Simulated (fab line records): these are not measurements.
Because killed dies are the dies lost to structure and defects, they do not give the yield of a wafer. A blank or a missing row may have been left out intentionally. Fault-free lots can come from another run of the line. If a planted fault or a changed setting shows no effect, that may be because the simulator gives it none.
A struck lot beside a sound one	flow gf180mcu	14 out of 602 route steps
Sound: these wafers, L620.1, L620.5, L620.6. Struck: wafer L634.5; the same lot's L634.3 was not struck, so it is left out; see the end for the cause.
For every step that has rows: the tool of each side, followed by ch and its chambers, followed by its first start. Under that, the readings that differ: sound wafers	struck wafers	difference of the means	sigmas: that difference in standard deviations of wafers without a fault.
alike: words and numbers the same on both sides, and readings whose means are apart by under 2 such deviations; not compared: readings that were withheld, readings missing a value for some wafer, numbers with overlapping values and no deviation given by the record, and bounds like >300 which may hide the same value.
A row with sigmas, a row that says differs or no value, or rows on one side alone: a step with any of these is where the two part. When numbers do not overlap yet have no deviation, they are printed without sigmas and do not part them. Lack of a reading on every wafer of one side parts them only where that side has two or more wafers.

GF_V2_CD_MEAS_14: target cd 260 nm.
  sound on cd sem-01, day 20 17:49; struck on cd sem-01, day 25 18:10
reading	sound	struck	difference	sigmas
cd nm (nm)	260.3 260.2 258.9	263.0	+3.2	+3
GF_V2_OVL_MEAS_15:
  sound on overlay-01, day 20 17:56; struck on overlay-01, day 25 18:16
  alike: V2_OVL
GF_V2_ETCH_16: etches BARC in N2/H2.
  sound on rie diel-02 ch 0,2,3, day 20 17:58; struck on rie diel-02 ch 3, day 25 18:17
  alike: drypump motor current A, h2 flow sccm, n2 flow sccm, oes product au, throttle valve pct
GF_V2_ETCH_17: etches SiO2 in C4F8/O2/Ar, stops on TiN, target depth 630 nm.
  sound: rie diel-02 ch 0,2,3; struck: rie diel-02 ch 3
  alike: oes product au
GF_V2_STRIP_18: strips in O2/N2.
  sound on plasma asher-02 ch 0,1, day 20 18:05; struck on plasma asher-02 ch 1, day 25 18:27
reading	sound	struck	difference	sigmas
drypump motor current A (A)	6.15 6.14 5.15	5.20	-0.61	-2
platen temp c (C)	250.03 250.04 249.72	249.52	-0.41	-2
  alike: heater power w, n2 flow sccm, oes product au
  not compared: rf hours counter h
then, 3 steps without rows for these wafers: GF_V2_STRIP_19 (strips in post etch residue remover, time 1200 s); GF_V2_CLEAN_20 (cleans in DIW); GF_V2_SPUTTER_21 (material Ti, target thk 15 nm, time 80.02 s).
GF_V2_SPUTTER_22: material TiN, target thk 10 nm, time 40 s.
  sound on pvd sputter-04, day 20 18:41; struck on pvd sputter-03, day 25 19:01
  alike: throttle valve pct
GF_V2_CVD_23: deposits W, target thk 350 nm, time 104.94 s.
  sound on cvd w-02 ch 0,1, day 20 18:44; struck on cvd w-02 ch 1, day 25 19:05
reading	sound	struck	difference	sigmas
heater power w (W)	815 824 948	1003	+141	+2
GF_V2_RS_MEAS_24: measurement is done with a four-point probe.
  sound on film metro-02, day 20 18:50; struck on film metro-01, day 25 19:12
  alike: V2_W_RS
GF_V2_THK_MEAS_25: measures by xrf.
  sound on film metro-02, day 20 18:58; struck on film metro-01, day 25 19:18
  alike: V2_W_THK
GF_V2_CMP_26: polishes, stops on SiO2, t overpolish 15 s, target thk 0 nm.
  sound on cmp-01 ch 1,2,3, day 20 19:07; struck on cmp-01 ch 0, day 25 19:30
reading	sound	struck	difference	sigmas
overpolish run s (s)	14.999 15.008 15.001	0.029	-14.974	-99 or more
time to endpoint s (s)	85 78 86	129	+46	+12
  alike: motor current A
then, 1 step without rows for these wafers: GF_M3_SPUTTER_00 (material Ti, target thk 37.5 nm, time 150 s).

## WHERE THEY PART
Earliest at GF_V2_CD_MEAS_14; latest, in this record, at GF_V2_CMP_26.

WHY: what the simulator had put in
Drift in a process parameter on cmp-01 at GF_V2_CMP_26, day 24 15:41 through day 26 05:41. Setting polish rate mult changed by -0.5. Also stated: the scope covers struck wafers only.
